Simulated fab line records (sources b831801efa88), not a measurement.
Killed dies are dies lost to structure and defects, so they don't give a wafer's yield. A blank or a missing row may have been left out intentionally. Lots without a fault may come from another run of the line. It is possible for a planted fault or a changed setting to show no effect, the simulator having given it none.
Comparing a struck lot with a sound one -- flow sky130 -- 15 out of 708 route steps
Sound: the wafers L814.3, L814.4, L814.6. Struck: wafer L819.4 (left out: L819.1, L819.2 of the same lot, which were not struck); the cause appears at the end.
Order at every step that has rows: each side's tool, ch and its chambers, its first start. Under that, the readings that differ: sound wafers -- struck wafers -- difference of the means -- sigmas: that difference in standard deviations of wafers without a fault.
alike: readings whose means differ by less than 2 such deviations, and words and numbers that are the same on both sides. not compared: withheld readings, readings that some wafer has no value for, bounds like >300 that may hide the same value, and numbers for which the record gives no deviation and whose values overlap.
The two part at a step that has a row with sigmas, a row that says differs or no value, or rows on one side only. Numbers that have no deviation but don't overlap get no sigmas and don't part them. Lack of a reading on every wafer of one side parts them only where that side has two or more wafers.

SKY_CONTACT_STRIP_19: strips in O2/N2.
  sound on plasma asher-03 ch 0,1, day 35 09:10; struck on plasma asher-04 ch 0, day 36 05:43
reading,sound,struck,difference,sigmas
drypump motor current A (A),4.9 5.4 5.0,6.1,+1.0,+3
  alike: oes product au, strip time to endpoint s
  not compared: rf hours counter h
then, 3 steps without rows for these wafers: SKY_CONTACT_STRIP_20 (strips in post etch residue remover, time 1200 s); SKY_CONTACT_CLEAN_21 (cleans in IPA, time 180 s); SKY_CONTACT_CLEAN_22 (cleans in O3/DIW).
SKY_CONTACT_SPUTTER_23: material TiN, target thk 20 nm, time 80 s.
  sound on pvd sputter-02, day 35 09:44; struck on pvd sputter-02, day 36 06:44
  alike: cathode dc power W, throttle valve pct
then, 1 step without rows for these wafers: SKY_CONTACT_CVD_24 (deposits W, target thk 340 nm, time 102.12 s).
SKY_CONTACT_RS_MEAS_25: measurement is done with a four-point probe.
  sound on film metro-04, day 35 09:56; struck on film metro-02, day 36 06:55
  alike: CONTACT_W_RS
SKY_CONTACT_THK_MEAS_26: measures by xrf.
  sound on film metro-04, day 35 10:02; struck on film metro-02, day 36 07:02
reading,sound,struck,difference,sigmas
CONTACT_W_THK (nm),352 351 353,339,-13,-2
SKY_CONTACT_CMP_27: polishes, stops on SiO2, t overpolish 15 s, target thk 0 nm.
  sound on cmp-01 ch 0,1,2, day 35 10:05; struck on cmp-02 ch 2, day 36 07:05
  alike: motor current A, overpolish run s, time to endpoint s
then, 1 step without rows for these wafers: SKY_METAL1_SPUTTER_00 (material Ti, target thk 15 nm, time 10 s).
SKY_METAL1_SPUTTER_01: material TiN, target thk 20 nm, time 16.7 s.
  sound on pvd sputter-03, day 35 10:24; struck on pvd sputter-02, day 36 07:25
reading,sound,struck,difference,sigmas
cathode dc power W (W),6499.1 6500.8 6500.1,6497.2,-2.8,-2
  alike: throttle valve pct
SKY_METAL1_SPUTTER_02: material AlCu, target thk 250 nm, time 13.3 s.
  sound on pvd sputter-03, day 35 10:26; struck on pvd sputter-02, day 36 07:26
  alike: cathode dc power W, throttle valve pct
SKY_METAL1_SPUTTER_03: material Ti, target thk 5 nm, time 3.3 s.
  sound on pvd sputter-03, day 35 10:27; struck on pvd sputter-02, day 36 07:28
reading,sound,struck,difference,sigmas
model.Ti_of_METAL1_SPUTTER_03.thk nm (nm),4.909 5.063 5.027,9.395,+4.395,
  alike: cathode dc power W, throttle valve pct
then, 1 step without rows for these wafers: SKY_METAL1_SPUTTER_04 (material TiN, target thk 70 nm, time 58.3 s).
-- the record jumps here: 13 days lie between the struck wafers' starts before and after (it left off in module METAL1 and takes up again in module PAD_OPEN, whose first step shown is number 708 of the route) --
SKY_PAD_OPEN_PROBE_99:
  sound on prober-01, day 48 15:25; struck on prober-01, day 49 05:28
reading,sound,struck,difference,sigmas
model.etest.met1.line ohm um,0.9306 0.9226 0.9335,0.9583,+0.0294,
model.etest.met1.rs ohm sq,0.1286 0.1293 0.1284,0.1352,+0.0064,
  alike: defect limited yield, killed_at_M0_to_M3, killed_at_M4_up, killed at contacts, killed at front end, killed at other, killed dies, killed open, killed short, sort_bin_3_pad_short, sort_bin_5_function, sort_bin_6_memory, sort n pass, sort yield pct

## WHERE THEY PART
At SKY_CONTACT_STRIP_19 first; at SKY_METAL1_SPUTTER_01 last (within this record only). Later steps at which nothing parts them and some readings are alike: SKY_METAL1_SPUTTER_02, SKY_METAL1_SPUTTER_03, SKY_PAD_OPEN_PROBE_99.

WHY: the cause the simulator had injected
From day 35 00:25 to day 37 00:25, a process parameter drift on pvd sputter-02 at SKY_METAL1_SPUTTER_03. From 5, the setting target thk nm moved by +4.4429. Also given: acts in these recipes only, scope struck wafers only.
